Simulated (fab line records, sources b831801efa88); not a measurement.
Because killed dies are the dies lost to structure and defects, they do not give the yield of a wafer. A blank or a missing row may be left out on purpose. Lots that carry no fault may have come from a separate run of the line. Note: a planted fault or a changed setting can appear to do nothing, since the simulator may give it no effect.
2 desks, one fault ; flow gf180mcu ; each desk has only its own numbers; what lay behind them comes last

FOR THE TOOL OWNER'S DESK: furnace-02
The tool's own readings at GF_DUAL_GATE_OXIDATION_02 (stabilise 600 s, purge 300 s, target thk 10.887 nm): means of the sampled wafers that have a number, for each lot that ran on this tool. A lot is out of limits, marked OUT, if its mean lies more than 4 standard deviations from the usual mean; the brackets give that distance.
Columns: A = zonePowerCentrePct at GF_DUAL_GATE_OXIDATION_02, usual 18.8 %
lot;first seen here;A
L957;day 8 19:05;15.7
L959;day 9 17:19;15.9
L960;day 9 17:19;15.7
L962;day 10 01:43;15.9
L963;day 10 16:44;15.9
L973;day 13 05:40;15.9
L974;day 13 10:32;15.9
This desk found nothing out of limits on any of the 7 lots.

METROLOGY DESK
Means of the sampled wafers that have a number, per lot and without regard to the tool the lot ran on: this is what the gauges read. A lot is out of limits, marked OUT, if its mean lies more than 4 standard deviations from the usual mean; the brackets give that distance.
Columns: A = VT_IMPLANT_2_TW at GF_VT_IMPLANT_TW_MEAS_21, usual 1211; B = DUAL_GATE_OXIDATION_00_THK at GF_DUAL_GATE_THK_MEAS_03, usual 10.91 nm; C = DUAL_GATE_OVL at GF_DUAL_GATE_OVL_MEAS_11, usual 0.3 nm
lot;first seen here;A;B;C
L953;day 6 06:59;1206;11.13;-0.2
L956;day 7 00:31;1208;10.99;-1.3
L957;day 7 08:07;1204;11.29;-0.7
L958;day 7 10:59;1217;10.98;2.1
L959;day 8 04:19;1207;11.22;-1.1
L960;day 8 04:29;1210;11.13;2.7
L961;day 8 09:26;1212;10.71;1.3
L962;day 8 14:34;1211;12.64 (+7.5) OUT;-0.7
L963;day 9 04:13;1223;12.38 (+6.4) OUT;1.3
L971;day 11 02:38;1216;10.73;0.8
L973;day 11 13:34;1221;10.59;-0.0
L974;day 11 19:13;1202;10.81;-1.8
L976;day 12 07:34;1211;10.91;-1.2
Per this desk, out of limits: L962, L963; the first was L962, day 10 03:10 (DUAL_GATE_OXIDATION_00_THK at GF_DUAL_GATE_THK_MEAS_03). Within limits: L953, L956, L957, L958, L959, L960, L961, L971, L973, L974, L976.

TAKEN TOGETHER
Metrology desk: alarm possible at day 10 03:10 on L962, L963.
The tool owner's desk saw nothing out of limits.
On record at the tool owner's desk: L962, L963, within its limits.
On furnace-02, each named lot ran GF_DUAL_GATE_OXIDATION_02.

WHAT WAS PUT IN BY THE SIMULATOR
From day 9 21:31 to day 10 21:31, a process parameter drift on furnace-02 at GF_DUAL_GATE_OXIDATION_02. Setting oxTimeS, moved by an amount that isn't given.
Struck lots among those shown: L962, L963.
Delay in hours, fault start to first out-of-limits reading, per desk: metrology desk 6.
